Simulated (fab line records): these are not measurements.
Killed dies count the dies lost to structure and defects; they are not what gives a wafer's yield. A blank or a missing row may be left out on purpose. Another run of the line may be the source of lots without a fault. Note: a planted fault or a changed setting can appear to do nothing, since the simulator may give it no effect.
fab line records | flow sky130
[record] lots = 7 | wafers = 21 | last_day = 50
route steps=708 shown DNWELL@35 PWDE@45 PAD_OPEN@708
lots that met no fault: from a run of the same line without faults
start_h: start of the lot's first displayed wafer, in hours after the record's first day | wait_h: hours elapsed since this lot's preceding step | " repeats the value in the row above | L1.1+2: a row that stands for several wafers | - no value, or no start was given | * or withheld: withheld | < > ~ a bound
route shown NAME@n: names a module that has steps shown in the file, with the first one's number in the route | usual: the fault-free wafers' mean and standard deviation | same: alike in all rows | chamber/n: place in a boat | sites: each site's reading | _std_site: their standard deviation | _edge_site: inner sites' mean taken away from outer sites' mean | radius_mm: how far each site lies from the wafer's centre | mask NAME#n: copy n | behind: the last tool/chamber to shape the wafer | hold: cause of the lot's hold/its duration in hours/its outcome | device: names the non-switching transistor (n, p or np) | end of line: at the end of the route, the tests of the same wafers | a step without rows: its recipe alone | killed: count of dies lost to structure and defects at first sort (not the wafer's yield) | map: a wafer's dies, marking killed ones x, the rest . and places with no die _
set.NAME: the setting that was run; set.NAME@STEP: the one run at that earlier step | model.NAME: the simulator's own value behind a step, which no gauge read
lots seen at some steps along the route; tables by step, rows by wafer
services: the hour from which a tool's chamber was out of use, counted from the record's first day as start_h (under 0 if before that day), plus the number of hours and why
[[steps]]
[step SKY_DNWELL_DEHYDRATE_00]
[recipe] temp_c = 200 | time_s = 60
[step SKY_DNWELL_HMDS_01]
[recipe] prime_time_s = 60 | prime_temp_c = 120
[step SKY_DNWELL_COAT_02]
[recipe] spin_rpm = 2000 | resist_thk_nm = 3000
[step SKY_DNWELL_SOFTBAKE_03]
[recipe] temp_c = 110 | time_s = withheld
[step SKY_DNWELL_EXPOSE_04]
[recipe] mask_id = DNM | na = 0.57 | target_cd_nm = 3000 | dose_mj = 222
[step SKY_DNWELL_PEB_05]
[recipe] temp_c = 115 | time_s = withheld
[step SKY_DNWELL_DEVELOP_06]
[recipe] wall_angle_deg = 90 | developer = TMAH | develop_time_s = 60 | dev_temp_c = 23
[step SKY_DNWELL_IMPLANT_07]
[recipe] species = P | energy_kev = withheld | dose_cm2 = withheld | tilt_deg = withheld
[step SKY_DNWELL_STRIP_08]
[recipe] chemistry = O2/N2 | power_w = 1400 | pressure_mtorr = 1500 | platen_temp_c = withheld | o2_flow_sccm = 3000 | n2_flow_sccm = 300 | overash_fraction = 0.5
[usual] drypump_motor_current_A = 6.0/0.41 | o2_flow_sccm = 3001/8.6 | oes_product_au = 0.723/0.0049 | strip_time_to_endpoint_s = 36.88/0.1
lot.wafer | tool            | chamber | start_h | wait_h | drypump_motor_current_A | o2_flow_sccm | oes_product_au | rf_hours_counter_h | strip_time_to_endpoint_s
L577.4    | plasma_asher-02 | 1       | 75.89   | 0.1    | 6.6                     | 3010         | 0.718          | -                  | 36.87
L577.5    | "               | 0       | "       | "      | 5.1                     | 2986         | 0.731          | -                  | 36.95
L577.6    | "               | 1       | "       | "      | 6.6                     | 3005         | 0.713          | -                  | 36.83
L578.1    | plasma_asher-04 | 0       | 81.12   | 0.1    | 6.5                     | 2986         | 0.724          | 27                 | 36.73
L578.3    | "               | 0       | "       | "      | 6.5                     | 2995         | 0.716          | -                  | 36.85
L578.4    | "               | 1       | "       | "      | 6.0                     | 3004         | 0.723          | -                  | 36.96
L590.1    | plasma_asher-03 | 0       | 144.80  | 0.1    | 6.1                     | 2998         | 0.723          | 47                 | 36.87
L590.5    | "               | 1       | "       | "      | 5.7                     | 3000         | 0.727          | -                  | 36.95
L590.6    | "               | 0       | "       | "      | 6.1                     | 3000         | 0.726          | -                  | 36.95
L591.1    | plasma_asher-03 | 0       | 149.50  | 0.1    | 6.1                     | 3005         | 0.726          | 47                 | 36.80
L591.2    | "               | 1       | "       | "      | 5.8                     | 2997         | 0.728          | 47                 | 36.80
L591.6    | "               | 1       | "       | "      | 5.7                     | 3011         | 0.718          | -                  | 36.83
L592.2    | plasma_asher-02 | 1       | 153.52  | 0.1    | 6.6                     | 3000         | 0.719          | 4                  | 36.92
L592.4    | "               | 0       | "       | "      | 5.1                     | 3003         | 0.724          | -                  | 36.91
L592.5    | "               | 0       | "       | "      | 5.1                     | 3014         | 0.721          | -                  | 36.88
L593.3    | plasma_asher-02 | 1       | 162.66  | 0.1    | 6.7                     | 2996         | 0.719          | -                  | 36.93
L593.5    | "               | 0       | "       | "      | 5.1                     | 2986         | 0.729          | -                  | 36.82
L593.6    | "               | 1       | "       | "      | 6.6                     | 3000         | 0.720          | -                  | 36.92
L594.3    | plasma_asher-03 | 0       | 169.06  | 0.1    | 6.1                     | 2989         | 0.721          | -                  | 36.87
L594.4    | "               | 1       | "       | "      | 5.8                     | 2992         | 0.721          | -                  | 36.90
L594.6    | "               | 1       | "       | "      | 5.7                     | 3010         | 0.722          | -                  | 36.91
[step SKY_DNWELL_TW_MEAS_09]
[usual] DNWELL_TW = 1118/6.5
lot.wafer | tool          | chamber | start_h | wait_h | DNWELL_TW
L577.4    | film_metro-01 | -       | 75.98   | 0.1    | 1116
L577.5    | "             | -       | "       | "      | 1110
L577.6    | "             | -       | "       | "      | 1112
L578.1    | film_metro-03 | -       | 81.22   | 0.1    | 1117
L578.3    | "             | -       | "       | "      | 1119
L578.4    | "             | -       | "       | "      | 1115
L590.1    | film_metro-03 | -       | 144.90  | 0.1    | 1106
L590.5    | "             | -       | "       | "      | 1105
L590.6    | "             | -       | "       | "      | 1107
L591.1    | film_metro-01 | -       | 149.60  | 0.1    | 1109
L591.2    | "             | -       | "       | "      | 1117
L591.6    | "             | -       | "       | "      | 1109
L592.2    | film_metro-04 | -       | 153.63  | 0.1    | 1121
L592.4    | "             | -       | "       | "      | 1120
L592.5    | "             | -       | "       | "      | 1121
L593.3    | film_metro-03 | -       | 162.75  | 0.1    | 1110
L593.5    | "             | -       | "       | "      | 1107
L593.6    | "             | -       | "       | "      | 1110
L594.3    | film_metro-03 | -       | 169.15  | 0.1    | 1113
L594.4    | "             | -       | "       | "      | 1113
L594.6    | "             | -       | "       | "      | 1108
[step SKY_PWDE_DEHYDRATE_00]
[recipe] temp_c = 200 | time_s = 60
[step SKY_PWDE_HMDS_01]
[recipe] prime_time_s = 60 | prime_temp_c = 120
[step SKY_PWDE_COAT_02]
[recipe] spin_rpm = 2000 | resist_thk_nm = 3000
lot.wafer | tool           | chamber | start_h | wait_h | model.coat_of_PWDE_COAT_02.thk_nm
L577.4    | litho_track-04 | 0       | 85.03   | 0.1    | 3015
L577.5    | "              | 0       | "       | "      | 3002
L577.6    | "              | 0       | "       | "      | 3012
L578.1    | litho_track-02 | 0       | 89.48   | 0.1    | 3022
L578.3    | "              | 0       | "       | "      | 3018
L578.4    | "              | 0       | "       | "      | 3014
L590.1    | litho_track-02 | 0       | 153.58  | 0.1    | 3002
L590.5    | "              | 0       | "       | "      | 2986
L590.6    | "              | 0       | "       | "      | 2993
L591.1    | litho_track-04 | 0       | 159.40  | 0.1    | 2879
L591.2    | "              | 0       | "       | "      | 2891
L591.6    | "              | 0       | "       | "      | 2886
L592.2    | litho_track-04 | 0       | 163.58  | 0.1    | 2856
L592.4    | "              | 0       | "       | "      | 2858
L592.5    | "              | 0       | "       | "      | 2870
L593.3    | litho_track-04 | 0       | 172.90  | 0.1    | 2885
L593.5    | "              | 0       | "       | "      | 2874
L593.6    | "              | 0       | "       | "      | 2876
L594.3    | litho_track-01 | 0       | 179.20  | 0.1    | 3001
L594.4    | "              | 0       | "       | "      | 3007
L594.6    | "              | 0       | "       | "      | 3006
[step SKY_PWDE_SOFTBAKE_03]
[recipe] temp_c = 110 | time_s = withheld
[step SKY_PWDE_EXPOSE_04]
[recipe] mask_id = PWDEM | na = 0.6 | source_shape = conventional | sigma_outer = 0.6 | polarization = unpolarized | target_cd_nm = 840 | dose_mj = 214
[step SKY_PWDE_PEB_05]
[recipe] temp_c = 115 | time_s = withheld
[step SKY_PWDE_DEVELOP_06]
[recipe] wall_angle_deg = 90 | developer = TMAH | develop_time_s = 60 | dev_temp_c = 23
[same] develop_time_s = 60
lot.wafer | tool           | chamber | start_h | wait_h | model.coat_of_PWDE_COAT_02.thk_nm
L577.4    | litho_track-01 | 0       | -       | -      | 3011
L577.5    | "              | 0       | "       | "      | 2997
L577.6    | "              | 0       | "       | "      | 3008
L578.1    | litho_track-01 | 0       | -       | -      | 3018
L578.3    | "              | 0       | "       | "      | 3013
L578.4    | "              | 0       | "       | "      | 3010
L590.1    | litho_track-02 | 0       | -       | -      | 2998
L590.5    | "              | 0       | "       | "      | 2981
L590.6    | "              | 0       | "       | "      | 2989
L591.1    | litho_track-04 | 0       | -       | -      | 2874
L591.2    | "              | 0       | "       | "      | 2887
L591.6    | "              | 0       | "       | "      | 2882
L592.2    | litho_track-04 | 0       | -       | -      | 2852
L592.4    | "              | 0       | "       | "      | 2854
L592.5    | "              | 0       | "       | "      | 2865
L593.3    | litho_track-02 | 0       | -       | -      | 2880
L593.5    | "              | 0       | "       | "      | 2870
L593.6    | "              | 0       | "       | "      | 2872
L594.3    | litho_track-02 | 0       | -       | -      | 2996
L594.4    | "              | 0       | "       | "      | 3003
L594.6    | "              | 0       | "       | "      | 3002
[step SKY_PWDE_OVL_MEAS_07]
[usual] PWDE_OVL = 0.1/1.2
lot.wafer | tool       | chamber | start_h | wait_h | PWDE_OVL[nm]
L577.4    | overlay-01 | -       | 93.02   | -      | -1.3
L577.5    | "          | -       | "       | "      | -0.3
L577.6    | "          | -       | "       | "      | -1.5
L578.1    | overlay-02 | -       | 98.25   | -      | -0.1
L578.3    | "          | -       | "       | "      | -0.3
L578.4    | "          | -       | "       | "      | -0.5
L590.1    | overlay-01 | -       | 163.78  | -      | -2.1
L590.5    | "          | -       | "       | "      | -3.0
L590.6    | "          | -       | "       | "      | -1.2
L591.1    | overlay-02 | -       | 169.75  | -      | -0.5
L591.2    | "          | -       | "       | "      | -0.7
L591.6    | "          | -       | "       | "      | 0.4
L592.2    | overlay-01 | -       | 174.16  | -      | -0.8
L592.4    | "          | -       | "       | "      | -1.2
L592.5    | "          | -       | "       | "      | -0.2
L593.3    | overlay-02 | -       | 183.69  | -      | 1.3
L593.5    | "          | -       | "       | "      | -0.3
L593.6    | "          | -       | "       | "      | 0.2
L594.3    | overlay-01 | -       | 190.19  | -      | 1.2
L594.4    | "          | -       | "       | "      | 0.1
L594.6    | "          | -       | "       | "      | -1.1
[step SKY_PWDE_IMPLANT_08]
[recipe] species = B | energy_kev = 150 | dose_cm2 = 3.6e+12 | tilt_deg = withheld
[step SKY_PWDE_STRIP_09]
[recipe] chemistry = O2/N2 | power_w = 1400 | pressure_mtorr = 1500 | platen_temp_c = withheld | o2_flow_sccm = 3000 | n2_flow_sccm = 300 | overash_fraction = 0.5
[usual] drypump_motor_current_A = 6.1/0.3 | o2_flow_sccm = 3001/8.7 | oes_product_au = 0.723/0.0047 | strip_time_to_endpoint_s = 36.92/0.11
lot.wafer | tool            | chamber | start_h | wait_h | drypump_motor_current_A | o2_flow_sccm | oes_product_au | rf_hours_counter_h | strip_time_to_endpoint_s
L577.4    | plasma_asher-04 | 0       | 93.22   | 0.1    | 6.5                     | 3009         | 0.718          | -                  | 37.09
L577.5    | "               | 0       | "       | "      | 6.5                     | 3008         | 0.724          | -                  | 36.93
L577.6    | "               | 1       | "       | "      | 6.0                     | 2983         | 0.720          | -                  | 37.06
L578.1    | plasma_asher-04 | 1       | 98.43   | 0.1    | 6.0                     | 3000         | 0.720          | 29                 | 37.16
L578.3    | "               | 0       | "       | "      | 6.5                     | 3004         | 0.718          | -                  | 37.13
L578.4    | "               | 1       | "       | "      | 6.0                     | 2997         | 0.720          | -                  | 37.09
L590.1    | plasma_asher-01 | 1       | 163.97  | 0.1    | 5.7                     | 3014         | 0.722          | 46                 | 36.95
L590.5    | "               | 0       | "       | "      | 6.5                     | 3008         | 0.722          | -                  | 36.73
L590.6    | "               | 1       | "       | "      | 5.7                     | 3021         | 0.727          | -                  | 36.84
L591.1    | plasma_asher-03 | 1       | 169.94  | 0.1    | 5.7                     | 2982         | 0.717          | 49                 | 35.53
L591.2    | "               | 0       | "       | "      | 6.0                     | 2999         | 0.721          | 49                 | 35.67
L591.6    | "               | 1       | "       | "      | 5.7                     | 2998         | 0.720          | -                  | 35.62
L592.2    | plasma_asher-03 | 0       | 174.34  | 0.1    | 6.1                     | 3012         | 0.720          | 50                 | 35.25
L592.4    | "               | 1       | "       | "      | 5.7                     | 3006         | 0.722          | -                  | 35.26
L592.5    | "               | 0       | "       | "      | 6.0                     | 3024         | 0.720          | -                  | 35.41
L593.3    | plasma_asher-03 | 1       | 183.90  | 0.1    | 5.7                     | 2986         | 0.717          | -                  | 35.59
L593.5    | "               | 0       | "       | "      | 6.1                     | 2996         | 0.725          | -                  | 35.48
L593.6    | "               | 1       | "       | "      | 5.7                     | 3001         | 0.717          | -                  | 35.49
L594.3    | plasma_asher-04 | 0       | 190.40  | 0.1    | 6.5                     | 2993         | 0.730          | -                  | 36.93
L594.4    | "               | 1       | "       | "      | 6.0                     | 2994         | 0.718          | -                  | 36.99
L594.6    | "               | 1       | "       | "      | 6.0                     | 2997         | 0.728          | -                  | 37.00
[step SKY_PWDE_TW_MEAS_10]
[usual] PWDE_TW = 375.6/2.9
lot.wafer | tool          | chamber | start_h | wait_h | PWDE_TW
L577.4    | film_metro-01 | -       | 93.31   | 0.1    | 371.1
L577.5    | "             | -       | "       | "      | 372.6
L577.6    | "             | -       | "       | "      | 372.6
L578.1    | film_metro-04 | -       | 98.53   | 0.1    | 376.8
L578.3    | "             | -       | "       | "      | 378.8
L578.4    | "             | -       | "       | "      | 376.2
L590.1    | film_metro-03 | -       | 164.07  | 0.1    | 369.5
L590.5    | "             | -       | "       | "      | 371.3
L590.6    | "             | -       | "       | "      | 370.6
L591.1    | film_metro-03 | -       | 170.04  | 0.1    | 371.6
L591.2    | "             | -       | "       | "      | 371.4
L591.6    | "             | -       | "       | "      | 371.7
L592.2    | film_metro-01 | -       | 174.45  | 0.1    | 375.2
L592.4    | "             | -       | "       | "      | 376.8
L592.5    | "             | -       | "       | "      | 374.0
L593.3    | film_metro-01 | -       | 183.99  | 0.1    | 374.7
L593.5    | "             | -       | "       | "      | 376.5
L593.6    | "             | -       | "       | "      | 377.6
L594.3    | film_metro-04 | -       | 190.49  | 0.1    | 378.0
L594.4    | "             | -       | "       | "      | 376.9
L594.6    | "             | -       | "       | "      | 378.8
[step SKY_PAD_OPEN_PROBE_99]
[usual] killed_at_M0_to_M3 = 43/7.3 | killed_at_M4_up = 3.2/1.9 | killed_at_contacts = 25/5.4 | killed_at_front_end = 16/4.4 | killed_at_other = 0.4/0.66 | killed_dies = 87/11 | killed_open = 48/7.9 | killed_short = 39/6.5
[same] gross_dies = 492 | killed_at_back_side = 0
lot.wafer | tool      | chamber | start_h | wait_h | killed_at_M0_to_M3 | killed_at_M4_up | killed_at_contacts | killed_at_front_end | killed_at_other | killed_dies | killed_open | killed_short | model.etest.res_p_drift_20v.width_nm
L577.4    | prober-01 | -       | 1115.77 | 0.2    | 41                 | 2               | 24                 | 9                   | 0               | 76          | 43          | 33           | 844.9
L577.5    | prober-01 | -       | 1115.82 | 0.2    | 37                 | 2               | 18                 | 10                  | 0               | 67          | 39          | 28           | 840.2
L577.6    | prober-01 | -       | 1115.87 | 0.2    | 45                 | 1               | 20                 | 13                  | 1               | 80          | 47          | 33           | 838
L578.1    | prober-02 | -       | 1118.87 | 0.1    | 35                 | 4               | 37                 | 11                  | 1               | 88          | 40          | 48           | 841.3
L578.3    | prober-02 | -       | 1118.97 | 0.2    | 36                 | 1               | 28                 | 16                  | 0               | 81          | 45          | 36           | 842.2
L578.4    | prober-02 | -       | 1119.02 | 0.2    | 46                 | 1               | 30                 | 20                  | 0               | 97          | 52          | 45           | 843.8
L590.1    | prober-01 | -       | 1185.49 | 0.1    | 47                 | 4               | 29                 | 12                  | 0               | 92          | 54          | 38           | 829.6
L590.5    | prober-01 | -       | 1185.69 | 0.2    | 47                 | 4               | 31                 | 28                  | 1               | 111         | 67          | 44           | 831.2
L590.6    | prober-01 | -       | 1185.74 | 0.2    | 31                 | 2               | 25                 | 11                  | 0               | 69          | 39          | 29           | 831.8
L592.2    | prober-02 | -       | 1189.51 | 0.1    | 37                 | 2               | 23                 | 14                  | 1               | 77          | 42          | 35           | 847.6
L592.4    | prober-02 | -       | 1189.61 | 0.2    | 32                 | 3               | 27                 | 8                   | 0               | 70          | 41          | 29           | 848.3
L592.5    | prober-02 | -       | 1189.66 | 0.2    | 30                 | 4               | 19                 | 16                  | 0               | 69          | 33          | 36           | 849
L591.1    | prober-01 | -       | 1195.55 | 0.1    | 46                 | 1               | 25                 | 12                  | 0               | 84          | 50          | 34           | 844.2
L591.2    | prober-01 | -       | 1195.60 | 0.1    | 42                 | 0               | 19                 | 8                   | 0               | 69          | 41          | 28           | 848.5
L591.6    | prober-01 | -       | 1195.80 | 0.2    | 43                 | 7               | 15                 | 14                  | 1               | 80          | 42          | 37           | 844.4
L593.3    | prober-02 | -       | 1200.26 | 0.2    | 30                 | 3               | 25                 | 15                  | 0               | 73          | 49          | 24           | 846.3
L593.5    | prober-02 | -       | 1200.36 | 0.2    | 43                 | 5               | 29                 | 18                  | 0               | 95          | 50          | 44           | 846
L593.6    | prober-02 | -       | 1200.41 | 0.2    | 40                 | 1               | 29                 | 8                   | 1               | 79          | 44          | 35           | 853.3
L594.3    | prober-01 | -       | 1205.05 | 0.2    | 41                 | 5               | 15                 | 15                  | 1               | 77          | 43          | 34           | 832.9
L594.4    | prober-01 | -       | 1205.10 | 0.2    | 58                 | 8               | 32                 | 19                  | 0               | 117         | 64          | 53           | 835.1
L594.6    | prober-01 | -       | 1205.20 | 0.2    | 47                 | 1               | 24                 | 20                  | 1               | 93          | 47          | 45           | 830.7
// killed by level:class
L577.4 CONTACT:geometric_particle:open=9 VIA1:geometric_particle:open=8 VIA3:geometric_particle:open=8 METAL1:geometric_particle:short=7 VIA1:geometric_particle:short=7 LI_CONTACT:geometric_particle:short=5 LI_CONTACT:geometric_particle:open=5 VIA2:geometric_particle:open=5
L577.5 CONTACT:geometric_particle:open=9 VIA1:geometric_particle:open=7 METAL2:geometric_particle:short=6 VIA1:geometric_particle:short=5 LI_CONTACT:geometric_particle:open=5 METAL1:geometric_particle:open=4 VIA3:geometric_particle:open=4 METAL1:geometric_particle:short=3
L577.6 VIA1:geometric_particle:open=10 CONTACT:geometric_particle:open=8 VIA3:geometric_particle:open=7 VIA1:geometric_particle:short=7 FIELD_ISO:geometric_particle:open=6 VIA2:geometric_particle:open=6 LI_CONTACT:geometric_particle:open=5 CONTACT:geometric_particle:short=5
L578.1 CONTACT:geometric_particle:open=11 LI_CONTACT:geometric_particle:open=8 LOCAL_INTERCONNECT:geometric_particle:short=8 CONTACT:geometric_particle:short=8 METAL2:geometric_particle:short=6 POLY_GATE:geometric_particle:short=5 VIA1:geometric_particle:open=5 VIA2:geometric_particle:open=5
L578.3 CONTACT:geometric_particle:open=10 VIA1:geometric_particle:open=9 FIELD_ISO:geometric_particle:open=7 LI_CONTACT:geometric_particle:open=7 LOCAL_INTERCONNECT:geometric_particle:short=7 METAL1:geometric_particle:short=6 VIA1:geometric_particle:short=5 FIELD_ISO:geometric_particle:short=4
L578.4 VIA1:geometric_particle:open=10 CONTACT:geometric_particle:open=9 METAL1:geometric_particle:short=7 FIELD_ISO:geometric_particle:open=6 LOCAL_INTERCONNECT:geometric_particle:short=6 VIA3:geometric_particle:open=6 VIA1:geometric_particle:short=6 VIA2:geometric_particle:open=6
L590.1 VIA1:geometric_particle:open=12 CONTACT:geometric_particle:open=10 METAL1:geometric_particle:short=8 LI_CONTACT:geometric_particle:open=7 METAL2:geometric_particle:short=7 VIA2:geometric_particle:open=5 FIELD_ISO:geometric_particle:short=4 METAL1:geometric_particle:open=4
L590.5 CONTACT:geometric_particle:open=14 VIA2:geometric_particle:open=14 VIA1:geometric_particle:open=12 FIELD_ISO:geometric_particle:short=11 LI_CONTACT:geometric_particle:open=9 FIELD_ISO:geometric_particle:open=6 POLY_GATE:geometric_particle:short=6 METAL1:geometric_particle:short=5
L590.6 VIA1:geometric_particle:open=11 LI_CONTACT:geometric_particle:open=9 CONTACT:geometric_particle:open=6 POLY_GATE:geometric_particle:open=4 LOCAL_INTERCONNECT:geometric_particle:short=4 METAL1:geometric_particle:short=4 FIELD_ISO:geometric_particle:short=3 LI_CONTACT:geometric_particle:short=3
L592.2 LI_CONTACT:geometric_particle:open=11 VIA2:geometric_particle:open=7 METAL2:geometric_particle:short=6 METAL1:geometric_particle:short=6 VIA1:geometric_particle:open=6 FIELD_ISO:geometric_particle:open=5 CONTACT:geometric_particle:open=5 VIA1:geometric_particle:short=5
L592.4 CONTACT:geometric_particle:open=12 VIA2:geometric_particle:open=8 LI_CONTACT:geometric_particle:open=6 VIA1:geometric_particle:open=5 METAL1:geometric_particle:short=4 VIA3:geometric_particle:open=4 VIA3:geometric_particle:short=4 LOCAL_INTERCONNECT:geometric_particle:short=3
L592.5 CONTACT:geometric_particle:open=7 VIA1:geometric_particle:open=6 METAL2:geometric_particle:short=6 FIELD_ISO:geometric_particle:open=4 POLY_GATE:geometric_particle:short=4 CONTACT:geometric_particle:short=4 METAL1:geometric_particle:short=4 VIA3:geometric_particle:open=3
L591.1 CONTACT:geometric_particle:open=11 METAL1:geometric_particle:short=9 VIA1:geometric_particle:open=9 VIA2:geometric_particle:open=7 VIA3:geometric_particle:open=7 LI_CONTACT:geometric_particle:open=5 METAL2:geometric_particle:short=5 VIA1:geometric_particle:short=4
L591.2 METAL1:geometric_particle:short=10 CONTACT:geometric_particle:open=9 VIA3:geometric_particle:open=9 FIELD_ISO:geometric_particle:open=6 VIA1:geometric_particle:open=6 LI_CONTACT:geometric_particle:open=4 METAL2:geometric_particle:short=4 VIA1:geometric_particle:short=3
L591.6 VIA3:geometric_particle:open=9 METAL1:geometric_particle:short=7 VIA1:geometric_particle:open=7 METAL4:geometric_particle:short=7 LI_CONTACT:geometric_particle:open=6 CONTACT:geometric_particle:open=6 VIA2:geometric_particle:open=6 FIELD_ISO:geometric_particle:open=4
L593.3 CONTACT:geometric_particle:open=11 VIA1:geometric_particle:open=9 VIA2:geometric_particle:open=8 LI_CONTACT:geometric_particle:open=7 VIA3:geometric_particle:short=5 POLY_GATE:geometric_particle:short=4 CONTACT:geometric_particle:short=4 METAL1:geometric_particle:short=4
L593.5 CONTACT:geometric_particle:open=14 LI_CONTACT:geometric_particle:open=10 METAL2:geometric_particle:short=10 POLY_GATE:geometric_particle:short=7 VIA2:geometric_particle:open=7 VIA1:geometric_particle:open=6 VIA3:geometric_particle:open=6 METAL1:geometric_particle:short=5
L593.6 CONTACT:geometric_particle:open=11 VIA3:geometric_particle:open=9 LI_CONTACT:geometric_particle:open=8 METAL3:geometric_particle:short=6 METAL2:geometric_particle:short=5 VIA1:geometric_particle:open=5 LI_CONTACT:geometric_particle:short=4 VIA2:geometric_particle:open=4
L594.3 VIA1:geometric_particle:open=10 VIA3:geometric_particle:open=8 LI_CONTACT:geometric_particle:open=6 METAL1:geometric_particle:short=5 FIELD_ISO:geometric_particle:short=4 POLY_GATE:geometric_particle:open=4 POLY_GATE:geometric_particle:short=4 METAL2:geometric_particle:short=4
L594.4 CONTACT:geometric_particle:open=16 VIA3:geometric_particle:open=10 METAL1:geometric_particle:short=8 VIA1:geometric_particle:open=8 VIA1:geometric_particle:short=8 CONTACT:geometric_particle:short=7 METAL2:geometric_particle:short=7 FIELD_ISO:geometric_particle:open=6
L594.6 VIA1:geometric_particle:open=11 CONTACT:geometric_particle:short=7 METAL1:geometric_particle:short=7 VIA2:geometric_particle:open=7 FIELD_ISO:geometric_particle:open=5 LI_CONTACT:geometric_particle:open=5 CONTACT:geometric_particle:open=5 METAL2:geometric_particle:short=5
[[services]]
tool            | chamber | start_h | hours | kind
plasma_asher-02 | -       | 108.75  | 9.0   | pm
plasma_asher-02 | 0       | 108.75  | 9.0   | vent_cycle
plasma_asher-02 | 1       | 108.75  | 9.0   | vent_cycle
litho_track-01  | -       | 112.11  | -     | consumable_replace:filter
plasma_asher-02 | 0       | 117.75  | -     | clean
plasma_asher-02 | 1       | 117.75  | -     | clean
plasma_asher-04 | -       | 126.98  | 0.7   | repair
plasma_asher-04 | -       | 145.75  | 2.8   | pm
[[key]]
[first_sign] step = SKY_PWDE_STRIP_09 | reading = strip_time_to_endpoint_s | direction = down | sigmas = 13 | usual = * | struck = *
effect none on later readings
[model_effect] step = SKY_PWDE_COAT_02 | value = coat_of_PWDE_COAT_02.thk_nm | without = 3001 | struck = 2875
[model_effect] step = SKY_PWDE_DEVELOP_06 | value = coat_of_PWDE_COAT_02.thk_nm | without = 2997 | struck = 2871
[model_effect] step = SKY_PAD_OPEN_PROBE_99 | value = etest.res_p_drift_20v.width_nm | without = 836.7 | struck = 847.5
met_at SKY_PWDE_COAT_02
struck_wafers L591.1,L591.2,L591.6,L592.2,L592.4,L592.5,L593.3,L593.5,L593.6
tester_left_out L591,L592,L593
onset_between 85.03 159.40
also_fits SKY_PWDE_STRIP_09:plasma_asher-03
[fault] kind = process_parameter_drift | tool = litho_track-04 | chamber = - | onset_h = 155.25 | steps = SKY_PWDE_COAT_02 | channel = resist_thk_nm | offset = -126.22 | shape = step | end_h = 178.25 | acts_in = these_recipes_only | stated = 3000
// tester_left_out: of these lots the tester's yield and bins aren't shown, on N5 and GAA mostly nor the transistor test; their killed dies are dies lost to structure and defects alone, not to doping, threshold or leakage, so they don't give the yield
